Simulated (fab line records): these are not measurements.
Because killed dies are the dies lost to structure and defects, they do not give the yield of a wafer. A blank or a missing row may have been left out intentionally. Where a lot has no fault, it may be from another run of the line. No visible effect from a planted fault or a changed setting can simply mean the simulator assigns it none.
Matching of chambers :: flow gf180mcu :: GF_POLY_GATE_ETCH_13 on rie_si-01 has 4 sister chambers
The step etches poly-Si in HBr/Cl2, stops on SiO2, target depth 198.5 nm, time 69.6 s. 17 wafers are shown with their chamber, then 8 later ones without.

## WAFERS, EACH WITH ITS CHAMBER
wafer: L195.1
chamber: 3
throttle_valve_pct (%): 33.690
oes_product_au (a.u.): 0.984
run_length_s (s): 98.1

wafer: L195.4
chamber: 1
throttle_valve_pct (%): 33.688
oes_product_au (a.u.): 0.980
run_length_s (s): 98.5

wafer: L195.5
chamber: 3
throttle_valve_pct (%): 33.675
oes_product_au (a.u.): 0.989
run_length_s (s): 98.5

wafer: L197.1
chamber: 2
throttle_valve_pct (%): 33.683
oes_product_au (a.u.): 0.984
run_length_s (s): 97.9

wafer: L197.3
chamber: 3
throttle_valve_pct (%): 33.678
oes_product_au (a.u.): 0.987
run_length_s (s): 98.0

wafer: L197.6
chamber: 2
throttle_valve_pct (%): 33.678
oes_product_au (a.u.): 0.986
run_length_s (s): 97.7

wafer: L200.1
chamber: 3
throttle_valve_pct (%): 33.690
oes_product_au (a.u.): 0.992
run_length_s (s): 97.9

wafer: L200.2
chamber: 2
throttle_valve_pct (%): 33.685
oes_product_au (a.u.): 0.987
run_length_s (s): 97.6

wafer: L200.6
chamber: 1
throttle_valve_pct (%): 33.680
oes_product_au (a.u.): 0.995
run_length_s (s): 97.6

wafer: L201.3
chamber: 2
throttle_valve_pct (%): 33.690
oes_product_au (a.u.): 0.975
run_length_s (s): 97.4

wafer: L201.6
chamber: 0
throttle_valve_pct (%): 33.697
oes_product_au (a.u.): 0.995
run_length_s (s): 97.4

wafer: L202.5
chamber: 1
throttle_valve_pct (%): 33.680
oes_product_au (a.u.): 0.983
run_length_s (s): 97.8

wafer: L202.6
chamber: 2
throttle_valve_pct (%): 33.677
oes_product_au (a.u.): 0.972
run_length_s (s): 97.9

wafer: L212.1
chamber: 2
throttle_valve_pct (%): 33.693
oes_product_au (a.u.): 0.982
run_length_s (s): 97.8

wafer: L212.2
chamber: 3
throttle_valve_pct (%): 33.677
oes_product_au (a.u.): 0.987
run_length_s (s): 98.1

wafer: L212.6
chamber: 1
throttle_valve_pct (%): 33.683
oes_product_au (a.u.): 0.984
run_length_s (s): 97.7

wafer: L214.1
chamber: 2
throttle_valve_pct (%): 33.690
oes_product_au (a.u.): 0.971
run_length_s (s): 97.8

SIGNATURES (means of the wafers above)
reading: throttle_valve_pct
chamber 0: 33.69700
chamber 1: 33.68275
chamber 2: 33.68514
chamber 3: 33.68200
scatter within a chamber: 0.00615

reading: oes_product_au
chamber 0: 0.99500
chamber 1: 0.98550
chamber 2: 0.97957
chamber 3: 0.98780
scatter within a chamber: 0.0058

reading: run_length_s
chamber 0: 97.400
chamber 1: 97.900
chamber 2: 97.729
chamber 3: 98.120
scatter within a chamber: 0.263
Rule: for each reading, subtract the chamber's mean from the wafer's reading, divide by that reading's scatter and square the result; add these up over the readings and take the root, which gives the wafer's distance from the chamber. If the next closest chamber is less than 2 further off than the closest, the wafer can't be placed; otherwise it belongs to the closest. The scatter: take each reading less its chamber's mean, square it, sum over the shown wafers, divide by the number of wafers less the number of chambers, and take the root.

## WAFERS MISSING THEIR CHAMBER
wafer: L214.3
throttle_valve_pct (%): 33.695
oes_product_au (a.u.): 0.980
run_length_s (s): 97.7

wafer: L214.4
throttle_valve_pct (%): 33.680
oes_product_au (a.u.): 0.984
run_length_s (s): 98.4

wafer: L215.2
throttle_valve_pct (%): 33.682
oes_product_au (a.u.): 0.986
run_length_s (s): 97.7

wafer: L215.4
throttle_valve_pct (%): 33.685
oes_product_au (a.u.): 0.997
run_length_s (s): 98.2

wafer: L215.5
throttle_valve_pct (%): 33.686
oes_product_au (a.u.): 1.000
run_length_s (s): 97.7

wafer: L216.1
throttle_valve_pct (%): 33.671
oes_product_au (a.u.): 0.972
run_length_s (s): 97.8

wafer: L216.4
throttle_valve_pct (%): 33.684
oes_product_au (a.u.): 0.973
run_length_s (s): 97.7

wafer: L216.6
throttle_valve_pct (%): 33.681
oes_product_au (a.u.): 0.984
run_length_s (s): 97.5

## CHAMBER TAKEN BY EACH
wafer: L214.3
from the rows above: can't be placed: 2 or 1 or 0 or 3
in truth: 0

wafer: L214.4
from the rows above: can't be placed: 3 or 1 or 2
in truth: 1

wafer: L215.2
from the rows above: can't be placed: 1 or 2 or 3
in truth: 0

wafer: L215.4
from the rows above: can't be placed: 3 or 1 or 2 or 0
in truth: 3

wafer: L215.5
from the rows above: can't be placed: 0 or 1 or 3 or 2
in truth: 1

wafer: L216.1
from the rows above: can't be placed: 2 or 1 or 3
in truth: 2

wafer: L216.4
from the rows above: can't be placed: 2 or 1 or 3
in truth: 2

wafer: L216.6
from the rows above: can't be placed: 2 or 1 or 3 or 0
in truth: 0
Correctly placed: 0 of 8. Can't be placed from these rows: 8 (the true chamber is among the candidates in 7). Number placed wrongly: 0.
